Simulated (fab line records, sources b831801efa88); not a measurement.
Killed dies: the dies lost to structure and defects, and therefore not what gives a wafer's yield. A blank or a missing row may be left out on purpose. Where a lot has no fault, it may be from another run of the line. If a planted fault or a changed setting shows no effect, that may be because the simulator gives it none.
fab line records -- flow sky130 -- part 2 of 2: steps 26 to 35 of 35
[record] lots = 5, wafers = 15, last_day = 49
route steps=708 shown VIA3@592 METAL4@598 CAP2M@603
lots untouched by any fault: they come from a run of this same line in which no faults occurred
start_h: the number of hours between the record's first day and the start of the first shown wafer of the lot -- wait_h: hours from the lot's prior step to this one -- " the same as in the row above -- L1.1+2: a single row standing in for several wafers -- - no value present, or no start provided -- * or withheld: withheld -- < > ~ a bound
route shown NAME@n: NAME is a module with steps in the file, n the number in the route of the first one -- usual: mean/standard deviation taken from wafers without a fault -- same: alike in all rows -- chamber/n: place in a boat -- sites: each site's reading -- _std_site: how widely they spread, as a standard deviation -- _edge_site: mean of outer sites minus mean of inner sites -- radius_mm: for every site, how far away it sits from the centre of the wafer -- mask NAME#n: copy n -- behind: tool/chamber where the wafer was last shaped -- hold: reason for holding the lot/hours on hold/outcome of the hold -- device: which transistor (n, p or np) failed to switch -- end of line: tests run on the same wafers once the route is complete -- where a step has no rows: the recipe by itself -- killed: dies that structure and defects cost at the first sort, which is not the same as the wafer's yield -- map: shows each die of a wafer: x if killed, . if not, _ if none is there
set.NAME: the setting that was run; set.NAME@STEP: the one run at that earlier step -- model.NAME: the simulator's own value behind a step, which no gauge read
a table for each step, a row for each wafer; lots at some steps of the route
services: from which hour (start_h, from the record's first day; less than 0 if before it) a tool's chamber was out of use, for how many hours, and why
[[steps]]
[step SKY_CAP2M_STRIP_14]
[recipe] chemistry = O2/N2, power_w = 1400, pressure_mtorr = 1500, platen_temp_c = withheld, o2_flow_sccm = 3000, n2_flow_sccm = 300, overash_fraction = 0.5
[usual] drypump_motor_current_A = 5.6/0.33, oes_product_au = 0.710/0.0046, strip_time_to_endpoint_s = 12.67/0.043
lot.wafer,tool,chamber,start_h,wait_h,drypump_motor_current_A,oes_product_au,rf_hours_counter_h,strip_time_to_endpoint_s
L076.1,plasma_asher-02,0,961.10,0.1,5.3,0.703,51,12.73
L076.3,plasma_asher-02,1,961.10,0.1,5.4,0.706,-,12.72
L076.6,plasma_asher-02,1,961.10,0.1,5.4,0.715,-,12.70
L080.2,plasma_asher-01,1,992.03,0.1,6.3,0.705,119,12.57
L080.4,plasma_asher-01,0,992.03,0.1,5.4,0.715,-,12.62
L080.6,plasma_asher-01,0,992.03,0.1,5.4,0.710,-,12.60
L083.2,plasma_asher-01,1,1015.88,0.1,6.2,0.714,121,12.63
L083.3,plasma_asher-01,1,1015.88,0.1,6.2,0.715,-,12.71
L083.5,plasma_asher-01,0,1015.88,0.1,5.4,0.714,-,12.66
L087.3,plasma_asher-01,0,1041.47,0.1,5.4,0.717,-,12.68
L087.4,plasma_asher-01,1,1041.47,0.1,6.3,0.712,-,12.76
L087.5,plasma_asher-01,0,1041.47,0.1,5.4,0.705,-,12.67
L090.2,plasma_asher-02,0,1062.53,0.1,5.3,0.707,61,12.61
L090.3,plasma_asher-02,1,1062.53,0.1,5.4,0.719,-,12.68
L090.4,plasma_asher-02,0,1062.53,0.1,5.3,0.710,-,12.66
[step SKY_CAP2M_STRIP_15]
[recipe] chemistry = post_etch_residue_remover, time_s = 1200, temp_c = 72.5
lot.wafer,tool,chamber,start_h,wait_h
L076.1+3+6,wet_bench-01,1,961.20,0.1
L080.2+4+6,wet_bench-01,3,992.13,0.1
L083.2+3+5,wet_bench-03,1,1015.98,0.1
L087.3+4+5,wet_bench-02,1,1041.60,0.1
L090.2+3+4,wet_bench-03,0,1062.64,0.1
[step SKY_CAP2M_CLEAN_16]
[recipe] chemistry = IPA, time_s = 180, temp_c = 25
lot.wafer,tool,chamber,start_h,wait_h
L076.1+3+6,wet_bench-03,1,961.54,0.0
L080.2+4+6,wet_bench-02,0,992.47,0.0
L083.2+3+5,wet_bench-03,1,1016.35,0.0
L087.3+4+5,wet_bench-01,3,1041.97,0.0
L090.2+3+4,wet_bench-01,2,1062.98,0.0
[step SKY_CAP2M_CLEAN_17]
[recipe] chemistry = O3/DIW, dry = n2_spin
lot.wafer,tool,chamber,start_h,wait_h
L076.1+3+6,wet_bench-01,2,961.65,0.0
L080.2+4+6,wet_bench-01,0,992.53,0.0
L083.2+3+5,wet_bench-01,1,1016.42,0.0
L087.3+4+5,wet_bench-02,0,1042.03,0.0
L090.2+3+4,wet_bench-03,0,1063.04,0.0
[step SKY_METAL4_DEHYDRATE_05]
[recipe] temp_c = 200, time_s = 60
[usual] exhaust_pa = 44.7/0.9
lot.wafer,tool,chamber,start_h,wait_h,exhaust_pa
L076.1,litho_track-03,0,973.17,11.4,45.5
L076.3,litho_track-03,0,973.17,11.4,45.7
L076.6,litho_track-03,0,973.17,11.4,43.6
L080.2,litho_track-03,0,1003.54,10.9,44.5
L080.4,litho_track-03,0,1003.54,10.9,44.3
L080.6,litho_track-03,0,1003.54,10.9,45.1
L083.2,litho_track-02,0,1026.51,10.0,45.3
L083.3,litho_track-02,0,1026.51,10.0,44.9
L083.5,litho_track-02,0,1026.51,10.0,45.8
L087.3,litho_track-02,0,1052.18,10.1,44.9
L087.4,litho_track-02,0,1052.18,10.1,42.3
L087.5,litho_track-02,0,1052.18,10.1,45.0
L090.2,litho_track-02,0,1073.31,10.2,44.7
L090.3,litho_track-02,0,1073.31,10.2,44.0
L090.4,litho_track-02,0,1073.31,10.2,44.2
[step SKY_METAL4_HMDS_06]
[recipe] prime_time_s = 60, prime_temp_c = 120
[usual] exhaust_pa = 45.0/0.96
lot.wafer,tool,chamber,start_h,wait_h,exhaust_pa
L076.1,litho_track-03,0,973.32,0.1,45.8
L076.3,litho_track-03,0,973.32,0.1,46.2
L076.6,litho_track-03,0,973.32,0.1,45.3
L080.2,litho_track-03,0,1003.69,0.1,45.8
L080.4,litho_track-03,0,1003.69,0.1,43.1
L080.6,litho_track-03,0,1003.69,0.1,45.1
L083.2,litho_track-02,0,1026.66,0.1,43.7
L083.3,litho_track-02,0,1026.66,0.1,44.6
L083.5,litho_track-02,0,1026.66,0.1,44.9
L087.3,litho_track-02,0,1052.33,0.1,46.3
L087.4,litho_track-02,0,1052.33,0.1,45.3
L087.5,litho_track-02,0,1052.33,0.1,46.0
L090.2,litho_track-02,0,1073.46,0.1,45.8
L090.3,litho_track-02,0,1073.46,0.1,47.4
L090.4,litho_track-02,0,1073.46,0.1,46.5
[step SKY_METAL4_COAT_07]
[recipe] resist = BARC, temp_c = withheld, time_s = withheld, spin_rpm = 3000, resist_thk_nm = 60
[usual] dispense_pressure_kPa = 51.4/2.4, exhaust_pa = 45.0/1
lot.wafer,tool,chamber,start_h,wait_h,dispense_pressure_kPa,exhaust_pa
L076.1,litho_track-03,0,973.47,0.1,49.9,44.7
L076.3,litho_track-03,0,973.47,0.1,49.9,44.0
L076.6,litho_track-03,0,973.47,0.1,49.9,43.3
L080.2,litho_track-03,0,1003.84,0.1,49.9,44.6
L080.4,litho_track-03,0,1003.84,0.1,49.9,43.5
L080.6,litho_track-03,0,1003.84,0.1,49.9,45.3
L083.2,litho_track-02,0,1026.81,0.1,54.8,45.0
L083.3,litho_track-02,0,1026.81,0.1,54.8,45.7
L083.5,litho_track-02,0,1026.81,0.1,54.8,45.4
L087.3,litho_track-02,0,1052.48,0.1,54.9,43.8
L087.4,litho_track-02,0,1052.48,0.1,54.8,43.8
L087.5,litho_track-02,0,1052.48,0.1,54.8,44.2
L090.2,litho_track-02,0,1073.61,0.1,54.8,44.8
L090.3,litho_track-02,0,1073.61,0.1,54.9,45.5
L090.4,litho_track-02,0,1073.61,0.1,54.8,45.9
[step SKY_METAL4_COAT_08]
[recipe] resist = KrF-thick, spin_rpm = 3000, resist_thk_nm = 1140
[usual] dispense_pressure_kPa = 51.4/2.4, exhaust_pa = 44.9/0.89
lot.wafer,tool,chamber,start_h,wait_h,dispense_pressure_kPa,exhaust_pa
L076.1,litho_track-03,0,-,-,49.8,45.4
L076.3,litho_track-03,0,-,-,49.9,45.6
L076.6,litho_track-03,0,-,-,49.9,45.1
L080.2,litho_track-03,0,-,-,49.8,47.1
L080.4,litho_track-03,0,-,-,49.9,44.8
L080.6,litho_track-03,0,-,-,49.9,45.0
L083.2,litho_track-02,0,-,-,54.9,44.4
L083.3,litho_track-02,0,-,-,54.9,45.8
L083.5,litho_track-02,0,-,-,54.9,45.9
L087.3,litho_track-02,0,-,-,54.8,45.3
L087.4,litho_track-02,0,-,-,54.8,44.0
L087.5,litho_track-02,0,-,-,54.8,44.1
L090.2,litho_track-02,0,-,-,54.8,45.9
L090.3,litho_track-02,0,-,-,54.8,44.8
L090.4,litho_track-02,0,-,-,54.8,45.2
[step SKY_METAL4_SOFTBAKE_09]
[recipe] temp_c = 100, time_s = 92.46, resist = KrF-thick
[usual] exhaust_pa = 44.9/0.83, plate_sensor_t_centre_C = 100.88/0.0099, plate_sensor_t_edge_C = 100.95/0.01
lot.wafer,tool,chamber,start_h,wait_h,exhaust_pa,plate_sensor_t_centre_C,plate_sensor_t_edge_C
L076.1,litho_track-03,0,-,-,44.9,100.88,100.96
L076.3,litho_track-03,0,-,-,46.0,100.87,100.96
L076.6,litho_track-03,0,-,-,46.4,100.89,100.95
L080.2,litho_track-03,0,-,-,43.7,100.87,100.95
L080.4,litho_track-03,0,-,-,44.6,100.88,100.95
L080.6,litho_track-03,0,-,-,44.0,100.89,100.96
L083.2,litho_track-02,0,-,-,44.6,100.87,100.95
L083.3,litho_track-02,0,-,-,45.3,100.88,100.95
L083.5,litho_track-02,0,-,-,44.7,100.89,100.94
L087.3,litho_track-02,0,-,-,44.0,100.89,100.95
L087.4,litho_track-02,0,-,-,45.7,100.88,100.96
L087.5,litho_track-02,0,-,-,44.7,100.89,100.96
L090.2,litho_track-02,0,-,-,44.6,100.88,100.94
L090.3,litho_track-02,0,-,-,45.2,100.88,100.97
L090.4,litho_track-02,0,-,-,44.2,100.88,100.96
[step SKY_METAL4_EXPOSE_10]
[recipe] mask_id = MM4, na = 0.68, source_shape = annular, sigma_inner = 0.4, sigma_outer = 0.8, target_cd_nm = 300, dose_mj = 28
[usual] focus_offset_nm = 0.0/0.54
lot.wafer,tool,chamber,start_h,wait_h,mask,focus_offset_nm
L076.1,krf_scanner-01,0,-,-,MM4#0,-0.5
L076.3,krf_scanner-01,0,-,-,MM4#0,-1.5
L076.6,krf_scanner-01,0,-,-,MM4#0,0.1
L080.2,krf_scanner-02,0,-,-,MM4#0,-1.0
L080.4,krf_scanner-02,0,-,-,MM4#0,-1.2
L080.6,krf_scanner-02,0,-,-,MM4#0,-0.6
L083.2,krf_scanner-02,0,-,-,MM4#0,-0.8
L083.3,krf_scanner-02,0,-,-,MM4#0,0.0
L083.5,krf_scanner-02,0,-,-,MM4#0,-0.3
L087.3,krf_scanner-01,0,-,-,MM4#0,0.0
L087.4,krf_scanner-01,0,-,-,MM4#0,-0.5
L087.5,krf_scanner-01,0,-,-,MM4#0,0.6
L090.2,krf_scanner-01,0,-,-,MM4#0,-0.2
L090.3,krf_scanner-01,0,-,-,MM4#0,0.8
L090.4,krf_scanner-01,0,-,-,MM4#0,0.4
[[services]]
tool,chamber,start_h,hours,kind
krf_scanner-01,-,911.54,0.8,pm
cmp-01,-,912.11,4.0,pm
plasma_asher-01,-,917.81,11.4,repair
krf_scanner-01,-,920.76,1.0,pm
krf_scanner-02,-,927.62,4.4,pm
plasma_asher-02,-,931.53,2.7,repair
plasma_asher-02,-,935.02,3.1,repair
cmp-02,-,936.03,0.7,repair
wet_bench-04,-,941.87,5.7,repair
cvd_w-02,1,954.55,9.0,repair
plasma_asher-01,-,961.07,1.9,repair
iline_stepper-02,-,966.48,1.7,pm
pecvd-04,1,969.15,5.8,repair
cvd_w-01,-,988.35,0.6,repair
iline_stepper-02,-,999.49,3.0,repair
pvd_sputter-03,-,1016.42,6.8,repair
pvd_sputter-01,-,1020.79,7.9,repair
wet_bench-03,-,1041.73,1.9,pm
krf_scanner-01,-,1049.64,0.8,pm
cmp-02,-,1050.85,4.0,repair
plasma_asher-01,-,1055.25,9.0,pm
cmp-02,-,1055.54,0.9,repair
rie_metal-02,-,1067.82,0.2,repair
wet_bench-03,-,1068.84,1.1,repair
